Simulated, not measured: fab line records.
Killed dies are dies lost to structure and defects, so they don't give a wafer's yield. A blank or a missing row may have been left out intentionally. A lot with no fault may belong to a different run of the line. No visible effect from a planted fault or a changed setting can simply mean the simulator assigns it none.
What tool caused it? -- flow gf180mcu -- 39 wafers from 13 lots sampled at 4 of the route's 602 steps

== WHAT THE GAUGES SHOWED, per wafer ==
GF_VT_IMPLANT_TW_MEAS_32.
lot,measured,on,VT_IMPLANT_3_TW
L215,day 7 02:24,film_metro-02,268.8 269.6 269.2
L216,day 7 08:26,film_metro-04,267.4 267.8 268.1
L217,day 7 18:36,film_metro-02,268.4 269.2 267.8
L225,day 10 00:05,film_metro-01,303.1 302.2 302.2
L226,day 10 08:08,film_metro-01,302.7 303.3 302.0
L227,day 10 12:42,film_metro-04,267.8 264.9 266.4
L228,day 11 00:19,film_metro-01,270.5 270.7 271.7
L229,day 11 06:27,film_metro-04,264.5 265.5 267.7
L231,day 11 19:39,film_metro-04,266.9 266.4 266.5
L233,day 12 11:36,film_metro-01,271.1 270.2 271.0
L235,day 12 23:58,film_metro-04,266.4 267.7 264.8
L236,day 13 04:00,film_metro-04,266.0 265.1 265.7
L237,day 13 13:42,film_metro-04,266.2 265.9 264.9

GF_M1_RS_MEAS_05: measurement is done with a four-point probe.
lot,measured,on,M1_ALCU_RS (ohm/sq)
L215,day 16 20:17,film_metro-02,0.0687 0.0691 0.0693
L216,day 17 01:31,film_metro-04,0.0698 0.0695 0.0700
L217,day 17 21:43,film_metro-04,0.0693 0.0705 0.0702
L225,day 20 19:44,film_metro-02,0.0694 0.0692 0.0695
L226,day 21 05:43,film_metro-04,0.0690 0.0682 0.0693
L227,day 21 13:20,film_metro-02,0.0695 0.0692 0.0697
L228,day 21 23:22,film_metro-04,0.0698 0.0696 0.0696
L229,day 22 05:52,film_metro-01,0.0690 0.0685 0.0687
L231,day 22 23:02,film_metro-02,0.0686 0.0695 0.0697
L233,day 23 14:31,film_metro-04,0.0683 0.0685 0.0682
L235,day 24 05:13,film_metro-04,0.0699 0.0698 0.0697
L236,day 25 03:32,film_metro-01,0.0689 0.0693 0.0696
L237,day 25 05:04,film_metro-04,0.0688 0.0689 0.0676

== EACH LOT AND THE TOOL THAT RAN IT (in order: tool; ch and the chambers of the sampled wafers; start) ==
lot,GF_VT_IMPLANT_IMPLANT_30,GF_CONTACT_CMP_04
L215,"implanter-03 ch 0, day 7 02:10","cmp-02 ch 0,3, day 15 19:58"
L216,"implanter-03 ch 0, day 7 08:11","cmp-02 ch 0,1,3, day 16 01:19"
L217,"implanter-04 ch 0, day 7 18:21","cmp-02 ch 1,3, day 16 20:43"
L225,"implanter-01 ch 0, day 9 23:50","cmp-01 ch 0,2,3, day 19 17:17"
L226,"implanter-01 ch 0, day 10 07:53","cmp-01 ch 0,2, day 20 03:35"
L227,"implanter-03 ch 0, day 10 12:28","cmp-02 ch 1,3, day 20 10:41"
L228,"implanter-04 ch 0, day 11 00:05","cmp-01 ch 0,1,3, day 20 20:41"
L229,"implanter-04 ch 0, day 11 06:12","cmp-01 ch 1,2,3, day 21 03:23"
L231,"implanter-04 ch 0, day 11 19:25","cmp-01 ch 0,1, day 21 21:40"
L233,"implanter-04 ch 0, day 12 11:21","cmp-01 ch 1,3, day 22 13:28"
L235,"implanter-01 ch 0, day 12 23:43","cmp-02 ch 1,2,3, day 23 04:36"
L236,"implanter-03 ch 0, day 13 03:45","cmp-01 ch 1,2,3, day 24 03:13"
L237,"implanter-01 ch 0, day 13 13:28","cmp-02 ch 0,1, day 24 03:49"
- GF_VT_IMPLANT_IMPLANT_30
- GF_CONTACT_CMP_04: polishes SiO2.

== WHAT THE TOOLS THEMSELVES READ (means of the sampled wafers that have a number; where no wafer has one, the mark that the record gives instead) ==
GF_VT_IMPLANT_IMPLANT_30.
lot,tool,dose_ions_cm2,end_station_pressure_torr (Torr),faraday_current_uA
L215,implanter-03,2.5361e+12,4.84e-06,14.19
L216,implanter-03,2.5369e+12,5.17e-06,13.93
L217,implanter-04,2.5322e+12,5.10e-06,14.20
L225,implanter-01,3.7189e+12,5.05e-06,20.82
L226,implanter-01,3.7199e+12,4.89e-06,21.01
L227,implanter-03,2.5361e+12,4.88e-06,14.32
L228,implanter-04,2.5308e+12,5.00e-06,14.14
L229,implanter-04,2.5337e+12,4.99e-06,14.31
L231,implanter-04,2.5323e+12,4.76e-06,14.42
L233,implanter-04,2.5357e+12,5.00e-06,14.45
L235,implanter-01,2.5355e+12,4.91e-06,14.37
L236,implanter-03,2.5355e+12,4.99e-06,14.29
L237,implanter-01,2.5305e+12,5.07e-06,14.15

GF_CONTACT_CMP_04.
lot,tool,motor_current_A (A),platen_rpm (rpm),slurry_flow_ml_min,time_to_endpoint_s (s)
L215,cmp-02,12.0,59.97,149.9,102
L216,cmp-02,11.4,59.99,149.2,107
L217,cmp-02,11.3,59.97,149.8,111
L225,cmp-01,11.9,59.99,149.9,104
L226,cmp-01,10.7,60.02,149.8,116
L227,cmp-02,11.3,59.99,149.6,111
L228,cmp-01,12.1,59.98,149.8,112
L229,cmp-01,11.5,60.01,150.0,107
L231,cmp-01,11.2,60.04,149.8,106
L233,cmp-01,12.2,60.01,149.9,106
L235,cmp-02,12.5,59.99,150.3,105
L236,cmp-01,12.1,60.05,149.5,104
L237,cmp-02,11.4,60.00,150.3,107

== THE ANSWER, worked out from the rows above alone ==
Rule: what is usual is taken from the lots themselves. The widest of any qualifying gaps counts: lots, ordered by their means at a reading, are off when they make up no more than a third of the lots, leave a main group of 4 or more, and stand apart from it by 3 or more times the standard deviation of that group's means. The tables above print the reading to a certain number of digits; a main group whose means all agree to those digits is not used. Also off: a lot with no number at a reading for which 4 or more lots have one. Where the step has rows for the other lots, those lots are counted as sound. First the gauges in route order, then the tools' own readings, where a lot's mean is used as printed above. The first step at which some lot is off is used, and at that step the reading that is off furthest; a lot without a number counts as furthest.
Off: at GF_VT_IMPLANT_TW_MEAS_32 (VT_IMPLANT_3_TW), L225, L226. The main group has a mean of 267.6 with a standard deviation of 1.9.
If a tool, at a process step before that reading, ran all the lots that are off and no sound lot after the first of them, it fits. Not tried: the gauges at GF_VT_IMPLANT_TW_MEAS_32; whatever is off there is also off at GF_VT_IMPLANT_IMPLANT_30, on other tools, and gauge error can't account for it. No candidate that was tried fits.

== WHAT WAS PUT IN BY THE SIMULATOR ==
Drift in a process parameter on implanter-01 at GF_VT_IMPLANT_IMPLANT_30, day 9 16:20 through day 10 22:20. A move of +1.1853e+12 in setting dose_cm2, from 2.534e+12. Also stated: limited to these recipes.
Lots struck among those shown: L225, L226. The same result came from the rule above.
